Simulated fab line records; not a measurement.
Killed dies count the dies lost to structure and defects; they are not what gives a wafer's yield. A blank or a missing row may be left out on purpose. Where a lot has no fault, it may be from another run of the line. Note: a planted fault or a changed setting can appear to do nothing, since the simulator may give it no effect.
fab line records | flow sky130
record lots=13 | wafers=39 | last-day=50
route steps=708 shown GATE_OXIDE@197 POLY_GATE@235 LDD_HVP@282 PAD_OPEN@708
lots with no fault: from the same line, run without faults
start-h: the number of hours between the record's first day and the start of the first shown wafer of the lot | wait-h: hours from the lot's prior step to this one | " the same as in the row above | L1.1+2: several wafers, shown together as one row | - no value, or no start was given | * or withheld: withheld | < > ~ a bound
route shown NAME@n: NAME is a module with steps in the file, n the number in the route of the first one | usual: mean and standard deviation over wafers with no fault | same: alike in all rows | chamber/n: place in a boat | sites: each site's reading | _std_site: standard deviation of those values | _edge_site: mean of outer sites minus mean of inner sites | radius-mm: for every site, how far away it sits from the centre of the wafer | mask NAME#n: copy n | behind: the most recent tool/chamber to have shaped the wafer | hold: what put the lot on hold/how long, in hours/how the hold closed | device: which transistor (n, p or np) failed to switch | end of line: the same wafers' tests at the end of the route | a step with no rows: only its recipe | killed: dies lost to structure and defects at the first sort, not the wafer's yield | map: a wafer's dies, marking killed ones x, the rest . and places with no die _
set.NAME: the setting as run; set.NAME@STEP: as run at that earlier step | model.NAME: the simulator's own value behind a step, which no gauge read
the route's steps for a sample of lots (tables are steps, rows are wafers)
services: the hour from which a tool's chamber was out of use, counted from the record's first day as start-h (under 0 if before that day), plus the number of hours and why
## steps
# step SKY_GATE_OXIDE_OVL_MEAS_10
# usual GATE_OXIDE_OVL=0.6/1.3
lot.wafer | tool       | chamber | start-h | wait-h | GATE_OXIDE_OVL[nm]
L256.1    | overlay-01 | -       | 309.45  | 0.1    | 3.2
L256.5    | "          | -       | "       | "      | 1.9
L256.6    | "          | -       | "       | "      | 0.3
L261.2    | overlay-02 | -       | 348.08  | 0.1    | -1.1
L261.3    | "          | -       | "       | "      | -2.0
L261.5    | "          | -       | "       | "      | -0.7
L262.1    | overlay-02 | -       | 355.54  | 0.1    | 3.0
L262.2    | "          | -       | "       | "      | 3.0
L262.6    | "          | -       | "       | "      | 2.2
L265.1    | overlay-02 | -       | 377.64  | 0.1    | 2.1
L265.2    | "          | -       | "       | "      | -0.4
L265.4    | "          | -       | "       | "      | -0.6
L264.1    | overlay-02 | -       | 380.29  | 0.1    | 1.2
L264.4    | "          | -       | "       | "      | 1.6
L264.5    | "          | -       | "       | "      | 3.1
L266.2    | overlay-01 | -       | 395.01  | 0.1    | 0.6
L266.4    | "          | -       | "       | "      | 1.0
L266.5    | "          | -       | "       | "      | -1.1
L267.2    | overlay-01 | -       | 395.85  | 0.1    | 2.0
L267.4    | "          | -       | "       | "      | 0.5
L267.5    | "          | -       | "       | "      | 1.1
L268.2    | overlay-01 | -       | 407.73  | 0.1    | 1.2
L268.3    | "          | -       | "       | "      | -1.4
L268.5    | "          | -       | "       | "      | -0.4
L269.1    | overlay-01 | -       | 414.38  | 0.1    | 2.1
L269.4    | "          | -       | "       | "      | 0.8
L269.5    | "          | -       | "       | "      | 0.6
L270.2    | overlay-02 | -       | 433.41  | 0.1    | 1.4
L270.4    | "          | -       | "       | "      | 0.8
L270.5    | "          | -       | "       | "      | 0.6
L274.1    | overlay-01 | -       | 454.94  | 0.1    | 1.9
L274.2    | "          | -       | "       | "      | 2.8
L274.4    | "          | -       | "       | "      | 2.8
L277.3    | overlay-01 | -       | 484.35  | 0.1    | -0.7
L277.5    | "          | -       | "       | "      | 1.5
L277.6    | "          | -       | "       | "      | 0.3
L279.1    | overlay-01 | -       | 500.03  | 0.1    | 0.5
L279.2    | "          | -       | "       | "      | -0.2
L279.6    | "          | -       | "       | "      | 0.7
# step SKY_POLY_GATE_THK_MEAS_21
# recipe reads=SiO2_of_POLY_GATE_OXIDATION_20
# usual POLY_GATE_OXIDATION_THK=4.02/0.072
lot.wafer | tool          | chamber | start-h | wait-h | POLY_GATE_OXIDATION_THK[nm]
L256.1    | film-metro-03 | -       | 370.94  | 0.0    | 3.98
L256.5    | "             | -       | "       | "      | 3.96
L256.6    | "             | -       | "       | "      | 4.07
L261.2    | film-metro-01 | -       | 412.99  | 0.0    | 4.02
L261.3    | "             | -       | "       | "      | 3.98
L261.5    | "             | -       | "       | "      | 3.93
L262.1    | film-metro-01 | -       | 424.38  | 0.0    | 4.16
L262.2    | "             | -       | "       | "      | 4.23
L262.6    | "             | -       | "       | "      | 4.16
L265.1    | film-metro-01 | -       | 447.00  | 0.0    | 3.91
L265.2    | "             | -       | "       | "      | 3.93
L265.4    | "             | -       | "       | "      | 3.89
L264.1    | film-metro-04 | -       | 450.75  | 0.0    | 4.02
L264.4    | "             | -       | "       | "      | 3.98
L264.5    | "             | -       | "       | "      | 4.11
L266.2    | film-metro-03 | -       | 464.84  | 0.0    | 3.96
L266.4    | "             | -       | "       | "      | 4.04
L266.5    | "             | -       | "       | "      | 4.01
L267.2    | film-metro-01 | -       | 464.84  | 0.0    | 3.98
L267.4    | "             | -       | "       | "      | 4.09
L267.5    | "             | -       | "       | "      | 3.96
L268.2    | film-metro-03 | -       | 476.78  | 0.0    | 4.09
L268.3    | "             | -       | "       | "      | 4.07
L268.5    | "             | -       | "       | "      | 4.08
L269.1    | film-metro-04 | -       | 485.78  | 0.0    | 4.00
L269.4    | "             | -       | "       | "      | 4.12
L269.5    | "             | -       | "       | "      | 3.99
L270.2    | film-metro-04 | -       | 501.96  | 0.0    | 3.90
L270.4    | "             | -       | "       | "      | 4.02
L270.5    | "             | -       | "       | "      | 4.00
L274.1    | film-metro-03 | -       | 525.47  | 0.0    | 4.00
L274.2    | "             | -       | "       | "      | 4.00
L274.4    | "             | -       | "       | "      | 4.00
L277.3    | film-metro-04 | -       | 552.33  | 0.0    | 4.07
L277.5    | "             | -       | "       | "      | 3.94
L277.6    | "             | -       | "       | "      | 3.93
L279.1    | film-metro-01 | -       | 566.15  | 0.0    | 3.96
L279.2    | "             | -       | "       | "      | 3.99
L279.6    | "             | -       | "       | "      | 4.11
# step SKY_POLY_GATE_CD_MEAS_22
# usual cd-nm=149.5/2.2
lot.wafer | tool      | chamber | start-h | wait-h | cd-nm
L256.1    | cd-sem-02 | -       | 371.00  | 0.1    | 152.5
L256.5    | "         | -       | "       | "      | 150.9
L256.6    | "         | -       | "       | "      | 151.8
L261.2    | cd-sem-02 | -       | 413.07  | 0.1    | 148.0
L261.3    | "         | -       | "       | "      | 147.2
L261.5    | "         | -       | "       | "      | 145.9
L262.1    | cd-sem-01 | -       | 424.44  | 0.1    | 153.0
L262.2    | "         | -       | "       | "      | 150.5
L262.6    | "         | -       | "       | "      | 151.3
L265.1    | cd-sem-01 | -       | 447.06  | 0.1    | 147.3
L265.2    | "         | -       | "       | "      | 147.0
L265.4    | "         | -       | "       | "      | 150.6
L264.1    | cd-sem-02 | -       | 450.81  | 0.1    | 148.5
L264.4    | "         | -       | "       | "      | 149.1
L264.5    | "         | -       | "       | "      | 148.8
L267.2    | cd-sem-01 | -       | 464.92  | 0.1    | 149.2
L267.4    | "         | -       | "       | "      | 147.1
L267.5    | "         | -       | "       | "      | 149.4
L266.2    | cd-sem-01 | -       | 465.09  | 0.2    | 150.8
L266.4    | "         | -       | "       | "      | 151.0
L266.5    | "         | -       | "       | "      | 149.0
L268.2    | cd-sem-01 | -       | 476.86  | 0.1    | 153.1
L268.3    | "         | -       | "       | "      | 149.9
L268.5    | "         | -       | "       | "      | 152.9
L269.1    | cd-sem-01 | -       | 485.84  | 0.1    | 148.4
L269.4    | "         | -       | "       | "      | 149.5
L269.5    | "         | -       | "       | "      | 148.9
L270.2    | cd-sem-01 | -       | 502.04  | 0.1    | 148.7
L270.4    | "         | -       | "       | "      | 150.4
L270.5    | "         | -       | "       | "      | 148.5
L274.1    | cd-sem-02 | -       | 525.53  | 0.1    | 148.5
L274.2    | "         | -       | "       | "      | 149.2
L274.4    | "         | -       | "       | "      | 147.0
L277.3    | cd-sem-02 | -       | 552.42  | 0.1    | 153.0
L277.5    | "         | -       | "       | "      | 149.8
L277.6    | "         | -       | "       | "      | 153.5
L279.1    | cd-sem-01 | -       | 566.21  | 0.1    | 152.6
L279.2    | "         | -       | "       | "      | 153.3
L279.6    | "         | -       | "       | "      | 153.0
# step SKY_LDD_HVP_EXPOSE_04
# recipe mask-id=HVPTM | na=0.6 | source-shape=conventional | sigma-outer=0.6 | polarization=unpolarized | target-cd-nm=700 | dose-mj=86
# usual focus-offset-nm=-0.1/0.5
lot.wafer | tool             | chamber | start-h | wait-h | mask       | focus-offset-nm
L256.1    | iline-stepper-02 | 0       | 477.08  | -      | HVPTM#0    | -0.6
L256.5    | "                | 0       | "       | "      | HVPTM#0    | 0.0
L256.6    | "                | 0       | "       | "      | HVPTM#0    | 0.0
L261.2    | iline-stepper-02 | 0       | 521.18  | -      | HVPTM#0    | -0.9
L261.3    | "                | 0       | "       | "      | HVPTM#0    | 0.4
L261.5    | "                | 0       | "       | "      | HVPTM#0    | 0.2
L262.1    | iline-stepper-01 | 0       | 533.88  | -      | HVPTM#0    | -0.4
L262.2    | "                | 0       | "       | "      | HVPTM#0    | -1.5
L262.6    | "                | 0       | "       | "      | HVPTM#0    | -0.7
L265.1    | iline-stepper-02 | 0       | 554.30  | -      | HVPTM#0    | -0.3
L265.2    | "                | 0       | "       | "      | HVPTM#0    | -0.3
L265.4    | "                | 0       | "       | "      | HVPTM#0    | -0.3
L264.1    | iline-stepper-02 | 0       | 558.46  | -      | HVPTM#0    | 0.1
L264.4    | "                | 0       | "       | "      | HVPTM#0    | 0.0
L264.5    | "                | 0       | "       | "      | HVPTM#0    | 0.5
L267.2    | iline-stepper-01 | 0       | 572.35  | -      | HVPTM#0    | -0.3
L267.4    | "                | 0       | "       | "      | HVPTM#0    | 0.5
L267.5    | "                | 0       | "       | "      | HVPTM#0    | -0.6
L266.2    | iline-stepper-02 | 0       | 572.71  | -      | HVPTM#0    | 0.2
L266.4    | "                | 0       | "       | "      | HVPTM#0    | 0.6
L266.5    | "                | 0       | "       | "      | HVPTM#0    | 0.6
L268.2    | iline-stepper-01 | 0       | 583.92  | -      | HVPTM#0    | -1.1
L268.3    | "                | 0       | "       | "      | HVPTM#0    | -0.9
L268.5    | "                | 0       | "       | "      | HVPTM#0    | -1.0
L269.1    | iline-stepper-01 | 0       | 591.78  | -      | HVPTM#0    | 0.4
L269.4    | "                | 0       | "       | "      | HVPTM#0    | 0.5
L269.5    | "                | 0       | "       | "      | HVPTM#0    | 0.0
L270.2    | iline-stepper-01 | 0       | 607.08  | -      | HVPTM#0    | -0.2
L270.4    | "                | 0       | "       | "      | HVPTM#0    | 0.0
L270.5    | "                | 0       | "       | "      | HVPTM#0    | -0.1
L274.1    | iline-stepper-01 | 0       | 631.23  | -      | HVPTM#0    | -0.3
L274.2    | "                | 0       | "       | "      | HVPTM#0    | -0.6
L274.4    | "                | 0       | "       | "      | HVPTM#0    | 0.2
L277.3    | iline-stepper-01 | 0       | 655.58  | -      | HVPTM_R1#0 | -0.1
L277.5    | "                | 0       | "       | "      | HVPTM_R1#0 | 0.0
L277.6    | "                | 0       | "       | "      | HVPTM_R1#0 | 0.3
L279.1    | iline-stepper-01 | 0       | 668.54  | -      | HVPTM#0    | 0.6
L279.2    | "                | 0       | "       | "      | HVPTM#0    | 0.7
L279.6    | "                | 0       | "       | "      | HVPTM#0    | -0.2
# step SKY_PAD_OPEN_PROBE_99
# usual killed_at_M0_to_M3=43/6.8 | killed_at_M4_up=3.2/1.8 | killed-at-contacts=24/5.2 | killed-at-front-end=15/4.2 | killed-at-other=0.4/0.62 | killed-dies=85/8.7 | killed-open=46/6.7 | killed-short=39/5.9
# same gross-dies=492 | killed-at-back-side=0
lot.wafer | tool      | chamber | start-h | wait-h | killed_at_M0_to_M3 | killed_at_M4_up | killed-at-contacts | killed-at-front-end | killed-at-other | killed-dies | killed-open | killed-short
L256.1    | prober-01 | -       | 1069.82 | 0.1    | 45                 | 0               | 22                 | 11                  | 1               | 79          | 45          | 34
L256.5    | prober-01 | -       | 1070.02 | 0.2    | 46                 | 3               | 22                 | 16                  | 0               | 87          | 50          | 36
L256.6    | prober-01 | -       | 1070.07 | 0.2    | 37                 | 7               | 31                 | 12                  | 0               | 87          | 38          | 49
L261.2    | prober-02 | -       | 1102.46 | 0.1    | 39                 | 6               | 19                 | 16                  | 0               | 80          | 41          | 39
L261.3    | prober-02 | -       | 1102.51 | 0.2    | 35                 | 2               | 16                 | 22                  | 0               | 75          | 37          | 37
L261.5    | prober-02 | -       | 1102.61 | 0.2    | 40                 | 3               | 21                 | 19                  | 0               | 83          | 40          | 42
L262.1    | prober-01 | -       | 1112.67 | 0.1    | 40                 | 3               | 31                 | 15                  | 0               | 89          | 54          | 35
L262.2    | prober-01 | -       | 1112.72 | 0.1    | 47                 | 1               | 28                 | 13                  | 0               | 89          | 54          | 35
L262.6    | prober-01 | -       | 1112.92 | 0.2    | 45                 | 4               | 31                 | 13                  | 0               | 93          | 54          | 39
L265.1    | prober-01 | -       | 1124.86 | 0.1    | 32                 | 0               | 28                 | 12                  | 0               | 72          | 32          | 40
L265.2    | prober-01 | -       | 1124.91 | 0.1    | 37                 | 3               | 36                 | 9                   | 0               | 85          | 44          | 41
L265.4    | prober-01 | -       | 1125.01 | 0.2    | 42                 | 3               | 30                 | 15                  | 0               | 90          | 48          | 42
L264.1    | prober-02 | -       | 1125.35 | 0.1    | 38                 | 0               | 22                 | 12                  | 0               | 72          | 35          | 37
L264.4    | prober-02 | -       | 1125.50 | 0.2    | 45                 | 3               | 23                 | 9                   | 0               | 80          | 42          | 38
L264.5    | prober-02 | -       | 1125.55 | 0.2    | 41                 | 4               | 18                 | 6                   | 2               | 71          | 35          | 36
L267.2    | prober-01 | -       | 1136.61 | 0.1    | 39                 | 1               | 23                 | 20                  | 0               | 83          | 47          | 35
L267.4    | prober-01 | -       | 1136.71 | 0.2    | 40                 | 2               | 20                 | 17                  | 0               | 79          | 40          | 36
L267.5    | prober-01 | -       | 1136.76 | 0.2    | 45                 | 4               | 39                 | 14                  | 0               | 102         | 59          | 42
L266.2    | prober-02 | -       | 1139.66 | 0.1    | 48                 | 0               | 24                 | 20                  | 0               | 92          | 46          | 44
L266.4    | prober-02 | -       | 1139.76 | 0.2    | 45                 | 4               | 22                 | 19                  | 2               | 92          | 40          | 52
L266.5    | prober-02 | -       | 1139.81 | 0.2    | 53                 | 4               | 31                 | 7                   | 0               | 95          | 56          | 38
L268.2    | prober-01 | -       | 1139.75 | 0.1    | 47                 | 4               | 25                 | 11                  | 0               | 87          | 41          | 46
L268.3    | prober-01 | -       | 1139.80 | 0.2    | 48                 | 4               | 23                 | 7                   | 0               | 82          | 44          | 38
L268.5    | prober-01 | -       | 1139.90 | 0.2    | 45                 | 0               | 20                 | 13                  | 0               | 78          | 49          | 29
L269.1    | prober-01 | -       | 1147.32 | 0.1    | 33                 | 1               | 22                 | 14                  | 0               | 70          | 41          | 29
L269.4    | prober-01 | -       | 1147.47 | 0.2    | 45                 | 3               | 21                 | 8                   | 0               | 77          | 49          | 28
L269.5    | prober-01 | -       | 1147.52 | 0.2    | 45                 | 7               | 26                 | 12                  | 0               | 90          | 48          | 42
L270.2    | prober-02 | -       | 1154.51 | 0.1    | 49                 | 2               | 24                 | 14                  | 1               | 90          | 57          | 33
L270.4    | prober-02 | -       | 1154.61 | 0.2    | 34                 | 2               | 23                 | 17                  | 0               | 76          | 40          | 36
L270.5    | prober-02 | -       | 1154.66 | 0.2    | 38                 | 2               | 30                 | 12                  | 2               | 84          | 45          | 37
L274.1    | prober-02 | -       | 1173.28 | 0.1    | 37                 | 5               | 33                 | 16                  | 1               | 92          | 54          | 37
L274.2    | prober-02 | -       | 1173.33 | 0.1    | 31                 | 2               | 33                 | 15                  | 0               | 81          | 40          | 40
L274.4    | prober-02 | -       | 1173.43 | 0.2    | 37                 | 5               | 28                 | 20                  | 2               | 92          | 42          | 49
L277.3    | prober-01 | -       | 1187.46 | 0.2    | 34                 | 4               | 18                 | 12                  | 0               | 68          | 35          | 33
L277.5    | prober-01 | -       | 1187.56 | 0.2    | 43                 | 2               | 24                 | 14                  | 0               | 83          | 49          | 34
L277.6    | prober-01 | -       | 1187.61 | 0.2    | 44                 | 6               | 34                 | 14                  | 0               | 98          | 45          | 53
L279.1    | prober-01 | -       | 1191.16 | 0.1    | 51                 | 5               | 19                 | 13                  | 0               | 88          | 55          | 33
L279.2    | prober-01 | -       | 1191.21 | 0.1    | 43                 | 2               | 23                 | 16                  | 1               | 85          | 51          | 33
L279.6    | prober-01 | -       | 1191.41 | 0.2    | 50                 | 3               | 16                 | 16                  | 0               | 85          | 49          | 36
# killed by level:class
L256.1 METAL1:geometric-particle:short=9 CONTACT:geometric-particle:open=8 VIA2:geometric-particle:open=8 VIA1:geometric-particle:open=6 VIA3:geometric-particle:open=5 METAL2:geometric-particle:short=5 SPACER:geometric-particle:open=4 LI_CONTACT:geometric-particle:open=4
L256.5 VIA1:geometric-particle:open=12 CONTACT:geometric-particle:open=9 VIA2:geometric-particle:open=9 VIA3:geometric-particle:open=6 LI_CONTACT:geometric-particle:short=5 LI_CONTACT:geometric-particle:open=5 VIA1:geometric-particle:short=5 FIELD_ISO:geometric-particle:short=4
L256.6 LI_CONTACT:geometric-particle:open=9 CONTACT:geometric-particle:open=8 VIA3:geometric-particle:open=7 METAL4:geometric-particle:short=7 LOCAL_INTERCONNECT:geometric-particle:short=6 CONTACT:geometric-particle:short=6 METAL2:geometric-particle:short=5 METAL3:geometric-particle:short=5
L261.2 LI_CONTACT:geometric-particle:open=8 POLY_GATE:geometric-particle:short=7 VIA1:geometric-particle:open=6 VIA3:geometric-particle:open=6 METAL4:geometric-particle:short=6 VIA2:geometric-particle:open=5 METAL1:geometric-particle:open=4 CONTACT:geometric-particle:open=4
L261.3 VIA1:geometric-particle:open=9 FIELD_ISO:geometric-particle:short=7 POLY_GATE:geometric-particle:open=5 LI_CONTACT:geometric-particle:open=5 CONTACT:geometric-particle:open=5 POLY_GATE:geometric-particle:short=4 METAL1:geometric-particle:short=4 METAL3:geometric-particle:short=4
L261.5 CONTACT:geometric-particle:open=9 METAL1:geometric-particle:short=9 VIA1:geometric-particle:open=7 VIA1:geometric-particle:short=6 VIA3:geometric-particle:open=6 FIELD_ISO:geometric-particle:short=4 POLY_GATE:geometric-particle:short=4 CONTACT:geometric-particle:short=4
L262.1 CONTACT:geometric-particle:open=13 VIA1:geometric-particle:open=12 CONTACT:geometric-particle:short=7 VIA2:geometric-particle:open=5 VIA3:geometric-particle:open=5 FIELD_ISO:geometric-particle:open=4 POLY_GATE:geometric-particle:open=4 LI_CONTACT:geometric-particle:open=4
L262.2 VIA1:geometric-particle:open=15 CONTACT:geometric-particle:open=15 VIA2:geometric-particle:open=8 CONTACT:geometric-particle:short=7 VIA1:geometric-particle:short=7 METAL1:geometric-particle:short=6 FIELD_ISO:geometric-particle:open=4 POLY_GATE:geometric-particle:short=4
L262.6 CONTACT:geometric-particle:open=9 VIA1:geometric-particle:open=9 VIA2:geometric-particle:open=8 VIA3:geometric-particle:open=7 LI_CONTACT:geometric-particle:open=6 LOCAL_INTERCONNECT:geometric-particle:short=6 LOCAL_INTERCONNECT:geometric-particle:open=5 POLY_GATE:geometric-particle:short=4
L265.1 CONTACT:geometric-particle:open=11 METAL1:geometric-particle:short=8 VIA2:geometric-particle:open=6 CONTACT:geometric-particle:short=6 LOCAL_INTERCONNECT:geometric-particle:short=5 VIA2:geometric-particle:short=4 VIA1:geometric-particle:short=4 SPACER:geometric-particle:short=3
L265.2 CONTACT:geometric-particle:open=13 LI_CONTACT:geometric-particle:open=9 VIA1:geometric-particle:short=7 VIA1:geometric-particle:open=7 CONTACT:geometric-particle:short=6 VIA3:geometric-particle:open=5 METAL2:geometric-particle:short=5 LOCAL_INTERCONNECT:geometric-particle:short=4
L265.4 VIA1:geometric-particle:open=10 CONTACT:geometric-particle:open=10 LI_CONTACT:geometric-particle:open=8 VIA1:geometric-particle:short=8 METAL1:geometric-particle:short=6 POLY_GATE:geometric-particle:short=5 CONTACT:geometric-particle:short=5 VIA2:geometric-particle:open=5
L264.1 CONTACT:geometric-particle:open=10 VIA1:geometric-particle:open=7 LOCAL_INTERCONNECT:geometric-particle:short=6 METAL2:geometric-particle:short=5 VIA3:geometric-particle:open=5 FIELD_ISO:geometric-particle:short=4 CONTACT:geometric-particle:short=4 VIA2:geometric-particle:open=4
L264.4 CONTACT:geometric-particle:open=10 VIA3:geometric-particle:open=7 METAL2:geometric-particle:short=7 VIA2:geometric-particle:open=7 VIA1:geometric-particle:open=6 VIA1:geometric-particle:short=5 LI_CONTACT:geometric-particle:open=4 CONTACT:geometric-particle:short=4
L264.5 VIA1:geometric-particle:open=12 LI_CONTACT:geometric-particle:open=5 CONTACT:geometric-particle:open=5 METAL1:geometric-particle:short=5 LOCAL_INTERCONNECT:geometric-particle:short=4 VIA1:geometric-particle:short=4 VIA2:geometric-particle:short=4 VIA2:geometric-particle:open=4
L267.2 CONTACT:geometric-particle:open=9 VIA1:geometric-particle:open=9 VIA3:geometric-particle:open=8 VIA2:geometric-particle:open=6 FIELD_ISO:geometric-particle:open=5 CONTACT:geometric-particle:short=5 FIELD_ISO:geometric-particle:short=4 LI_CONTACT:geometric-particle:open=4
L267.4 VIA1:geometric-particle:open=9 VIA3:geometric-particle:open=9 CONTACT:geometric-particle:open=8 POLY_GATE:geometric-particle:short=5 METAL2:geometric-particle:short=5 LOCAL_INTERCONNECT:geometric-particle:short=5 VIA2:geometric-particle:open=4 FIELD_ISO:geometric-particle:short=3
L267.5 LI_CONTACT:geometric-particle:open=13 VIA1:geometric-particle:open=13 CONTACT:geometric-particle:open=8 CONTACT:geometric-particle:short=7 LI_CONTACT:geometric-particle:short=6 METAL3:geometric-particle:short=6 VIA1:geometric-particle:short=6 VIA2:geometric-particle:open=6
L266.2 VIA3:geometric-particle:open=10 VIA1:geometric-particle:open=8 CONTACT:geometric-particle:open=7 METAL3:geometric-particle:short=7 FIELD_ISO:geometric-particle:open=6 CONTACT:geometric-particle:short=6 LOCAL_INTERCONNECT:geometric-particle:short=6 FIELD_ISO:geometric-particle:short=5
L268.2 VIA1:geometric-particle:open=15 VIA3:geometric-particle:short=11 CONTACT:geometric-particle:short=8 CONTACT:geometric-particle:open=8 LI_CONTACT:geometric-particle:open=6 VIA2:geometric-particle:open=5 POLY_GATE:geometric-particle:short=4 VIA1:geometric-particle:short=4
L266.4 VIA1:geometric-particle:open=9 CONTACT:geometric-particle:open=8 FIELD_ISO:geometric-particle:short=7 CONTACT:geometric-particle:short=6 VIA3:geometric-particle:short=6 VIA3:geometric-particle:open=6 VIA2:geometric-particle:open=5 METAL2:geometric-particle:short=5
L268.3 VIA1:geometric-particle:open=15 VIA2:geometric-particle:open=7 CONTACT:geometric-particle:open=6 VIA3:geometric-particle:open=6 VIA2:geometric-particle:short=5 LI_CONTACT:geometric-particle:open=5 CONTACT:geometric-particle:short=5 VIA1:geometric-particle:short=5
L266.5 CONTACT:geometric-particle:open=16 VIA1:geometric-particle:open=11 VIA2:geometric-particle:open=11 VIA1:geometric-particle:short=6 VIA3:geometric-particle:short=6 VIA3:geometric-particle:open=6 METAL2:geometric-particle:short=5 POLY_GATE:geometric-particle:short=5
L268.5 CONTACT:geometric-particle:open=11 VIA2:geometric-particle:open=10 VIA1:geometric-particle:open=10 LI_CONTACT:geometric-particle:open=6 METAL1:geometric-particle:short=6 VIA2:geometric-particle:short=6 FIELD_ISO:geometric-particle:open=4 POLY_GATE:geometric-particle:short=4
L269.1 VIA1:geometric-particle:open=7 VIA2:geometric-particle:open=7 LI_CONTACT:geometric-particle:open=6 LOCAL_INTERCONNECT:geometric-particle:short=6 CONTACT:geometric-particle:open=6 METAL1:geometric-particle:short=5 VIA3:geometric-particle:open=5 FIELD_ISO:geometric-particle:open=4
L269.4 VIA1:geometric-particle:open=10 CONTACT:geometric-particle:open=7 METAL1:geometric-particle:short=6 VIA2:geometric-particle:open=6 VIA3:geometric-particle:open=6 FIELD_ISO:geometric-particle:open=5 LI_CONTACT:geometric-particle:open=5 CONTACT:geometric-particle:short=5
L269.5 CONTACT:geometric-particle:open=9 VIA1:geometric-particle:open=8 LOCAL_INTERCONNECT:geometric-particle:short=7 VIA2:geometric-particle:open=7 CONTACT:geometric-particle:short=6 VIA3:geometric-particle:open=5 VIA1:geometric-particle:short=5 METAL2:geometric-particle:short=5
L270.2 VIA1:geometric-particle:open=20 VIA2:geometric-particle:open=9 CONTACT:geometric-particle:open=8 LI_CONTACT:geometric-particle:open=7 VIA1:geometric-particle:short=6 CONTACT:geometric-particle:short=5 VIA2:geometric-particle:short=4 POLY_GATE:geometric-particle:open=3
L270.4 CONTACT:geometric-particle:open=9 LI_CONTACT:geometric-particle:open=7 METAL1:geometric-particle:short=6 VIA1:geometric-particle:open=6 VIA2:geometric-particle:short=6 FIELD_ISO:geometric-particle:open=5 VIA1:geometric-particle:short=5 FIELD_ISO:geometric-particle:short=4
L270.5 CONTACT:geometric-particle:open=10 VIA1:geometric-particle:open=9 LI_CONTACT:geometric-particle:open=7 METAL1:geometric-particle:short=7 LI_CONTACT:geometric-particle:short=6 POLY_GATE:geometric-particle:open=4 CONTACT:geometric-particle:short=4 VIA2:geometric-particle:open=4
L274.1 CONTACT:geometric-particle:open=14 VIA1:geometric-particle:open=12 METAL1:geometric-particle:short=7 FIELD_ISO:geometric-particle:open=6 LI_CONTACT:geometric-particle:open=6 CONTACT:geometric-particle:short=6 LI_CONTACT:geometric-particle:short=4 METAL4:geometric-particle:short=4
L274.2 CONTACT:geometric-particle:open=10 LI_CONTACT:geometric-particle:open=9 METAL1:geometric-particle:short=6 VIA2:geometric-particle:open=5 POLY_GATE:geometric-particle:short=5 LOCAL_INTERCONNECT:geometric-particle:short=5 CONTACT:geometric-particle:short=5 VIA1:geometric-particle:short=5
L274.4 CONTACT:geometric-particle:open=9 VIA1:geometric-particle:open=7 CONTACT:geometric-particle:short=7 FIELD_ISO:geometric-particle:short=6 VIA1:geometric-particle:short=6 METAL1:geometric-particle:short=5 METAL2:geometric-particle:short=5 POLY_GATE:geometric-particle:short=4
L277.3 VIA1:geometric-particle:open=10 CONTACT:geometric-particle:short=5 VIA3:geometric-particle:open=4 VIA3:geometric-particle:short=4 LOCAL_INTERCONNECT:geometric-particle:short=4 CONTACT:geometric-particle:open=4 METAL1:geometric-particle:short=4 METAL2:geometric-particle:short=4
L277.5 CONTACT:geometric-particle:open=13 VIA1:geometric-particle:open=13 METAL1:geometric-particle:short=8 VIA3:geometric-particle:short=6 VIA2:geometric-particle:open=5 POLY_GATE:geometric-particle:open=4 LI_CONTACT:geometric-particle:open=4 FIELD_ISO:geometric-particle:open=3
L277.6 LI_CONTACT:geometric-particle:open=9 CONTACT:geometric-particle:open=9 VIA1:geometric-particle:short=7 METAL2:geometric-particle:short=7 LI_CONTACT:geometric-particle:short=6 VIA1:geometric-particle:open=6 VIA2:geometric-particle:open=6 POLY_GATE:geometric-particle:open=5
L279.1 VIA2:geometric-particle:open=15 VIA1:geometric-particle:open=13 LI_CONTACT:geometric-particle:open=8 CONTACT:geometric-particle:open=7 METAL2:geometric-particle:short=6 FIELD_ISO:geometric-particle:open=4 POLY_GATE:geometric-particle:short=4 METAL3:geometric-particle:short=4
L279.2 VIA3:geometric-particle:open=11 CONTACT:geometric-particle:open=9 VIA1:geometric-particle:open=8 VIA2:geometric-particle:open=6 FIELD_ISO:geometric-particle:open=5 LOCAL_INTERCONNECT:geometric-particle:short=5 CONTACT:geometric-particle:short=5 VIA3:geometric-particle:short=5
L279.6 VIA1:geometric-particle:open=14 VIA2:geometric-particle:open=9 VIA3:geometric-particle:short=7 CONTACT:geometric-particle:open=7 POLY_GATE:geometric-particle:open=6 FIELD_ISO:geometric-particle:open=5 VIA3:geometric-particle:open=4 METAL1:geometric-particle:short=4
## services
tool             | chamber | start-h | hours | kind
iline-stepper-02 | -       | 495.01  | 1.7   | pm
iline-stepper-02 | 0       | 498.69  | -     | calibration
iline-stepper-01 | -       | 516.00  | 1.7   | pm
iline-stepper-01 | -       | 551.24  | 4.4   | pm
iline-stepper-02 | -       | 584.72  | 8.6   | repair
iline-stepper-02 | -       | 608.57  | 4.4   | pm
iline-stepper-01 | 0       | 622.37  | -     | calibration
## key
first-sign step=SKY_LDD_HVP_EXPOSE_04 | reading=mask | direction=changed
effect none on later readings
met-at SKY_LDD_HVP_EXPOSE_04
struck-lots L277
tester-left-out L277
not-acting-at SKY_GATE_OXIDE_OVL_MEAS_10,SKY_POLY_GATE_THK_MEAS_21,SKY_POLY_GATE_CD_MEAS_22
onset-between 631.23 655.58
fault kind=wrong-mask | tool=any | chamber=- | onset-h=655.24 | steps=SKY_LDD_HVP_EXPOSE_04 | aux-copy=HVPTM_R1#0 | cd-offset-nm=49 | scope=struck-lots-only
# tester-left-out: of these lots the tester's yield and bins aren't shown, on N5 and GAA mostly nor the transistor test; their killed dies are dies lost to structure and defects alone, not to doping, threshold or leakage, so they don't give the yield
